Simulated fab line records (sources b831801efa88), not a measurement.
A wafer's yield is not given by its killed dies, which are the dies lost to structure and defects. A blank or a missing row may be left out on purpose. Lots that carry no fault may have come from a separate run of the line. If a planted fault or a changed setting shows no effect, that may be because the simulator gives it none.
2 desks, one fault + flow gf180mcu + numbers are kept per desk, each desk with only its own; the story behind them comes last

## FROM THE METROLOGY DESK
What the gauges read for every lot (on any tool): the sampled wafers with a number, averaged. Any lot whose mean is over 4 standard deviations away from the usual mean is out of limits and marked OUT; that distance is given in the brackets.
Columns: A = V4_W_RS at GF_V4_RS_MEAS_24, usual 0.326 ohm/sq
| lot  | first seen here | A     |
|------|-----------------|-------|
| L438 | day 24 14:45    | 0.326 |
| L439 | day 24 23:37    | 0.324 |
| L440 | day 25 12:08    | 0.322 |
| L441 | day 25 21:53    | 0.324 |
| L442 | day 26 00:01    | 0.324 |
| L444 | day 26 22:20    | 0.326 |
| L446 | day 27 05:05    | 0.326 |
| L448 | day 28 01:11    | 0.329 |
| L452 | day 29 01:33    | 0.325 |
| L457 | day 30 14:59    | 0.323 |
| L458 | day 30 19:02    | 0.323 |
| L459 | day 31 03:49    | 0.329 |
| L461 | day 31 12:38    | 0.326 |
This desk's verdict: no lot among the 13 shows anything out of limits.

## TOOL OWNER'S DESK, pvdSputter-03
The tool's own readings at GF_M4_SPUTTER_02 (material AlCu, target thk 450 nm, time 23.9 s): means of the sampled wafers that have a number, for each lot that ran on this tool. Any lot whose mean is over 4 standard deviations away from the usual mean is out of limits and marked OUT; that distance is given in the brackets.
Columns: A = throttleValvePct at GF_M4_SPUTTER_02, usual 30.0 %
| lot  | first seen here | A    |
|------|-----------------|------|
| L438 | day 22 14:55    | 30.3 |
| L439 | day 22 23:49    | 29.9 |
| L440 | day 23 14:31    | 29.8 |
| L448 | day 26 05:58    | 30.3 |
| L457 | day 28 21:31    | 29.9 |
| L458 | day 29 02:16    | 29.8 |
This desk's verdict: no lot among the 6 shows anything out of limits.

## BROUGHT TOGETHER
The metrology desk saw nothing out of limits.
The desk of the tool owner found nothing out of limits.

## WHAT WAS PUT IN BY THE SIMULATOR
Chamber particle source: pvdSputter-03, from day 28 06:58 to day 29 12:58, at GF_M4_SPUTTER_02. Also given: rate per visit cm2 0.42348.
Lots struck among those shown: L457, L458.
